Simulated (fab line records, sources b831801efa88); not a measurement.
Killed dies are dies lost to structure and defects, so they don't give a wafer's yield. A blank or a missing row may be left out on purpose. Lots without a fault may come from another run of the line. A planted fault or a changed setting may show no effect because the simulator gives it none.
Which tool did it? | flow sky130 | 6 lots, 18 wafers sampled, at 1 step of a route of 708

WHAT THE GAUGES READ, wafer by wafer
SKY_LDD_N_OVL_MEAS_07.
lot  | measured     | on         | LDD_N_OVL (nm)
L885 | day 18 01:54 | overlay-02 | -0.6 1.0 -0.3
L888 | day 19 07:51 | overlay-02 | 0.6 -1.5 1.0
L892 | day 20 18:57 | overlay-01 | 0.0 -0.8 -1.3
L894 | day 21 21:43 | overlay-01 | -1.1 -3.7 -0.8
L902 | day 24 10:39 | overlay-02 | -3.4 -3.0 -2.7
L905 | day 25 02:02 | overlay-02 | -2.1 -1.3 -0.8

WHICH TOOL RAN EACH LOT (tool, then ch and the chambers of the sampled wafers, then the start)
The record holds no process step before these readings.

THE ANSWER, worked out from the rows above alone
Rule: what is usual is taken from the lots themselves. Put in order of their means at a reading, lots are off if they are a third of the lots or fewer, leave a main group of 4 or more, and stand apart from it by a gap of 3 or more times the standard deviation of the main group's means; of several such gaps the widest counts. A main group whose means are all the same, to the digits that the tables above print for the reading, isn't used. A lot without any number at a reading at which 4 lots or more have one is off too. The other lots that the step has rows for count as sound.
No lot is off at any reading shown: from this, nothing can be told.

WHAT THE SIMULATOR HAD PUT IN
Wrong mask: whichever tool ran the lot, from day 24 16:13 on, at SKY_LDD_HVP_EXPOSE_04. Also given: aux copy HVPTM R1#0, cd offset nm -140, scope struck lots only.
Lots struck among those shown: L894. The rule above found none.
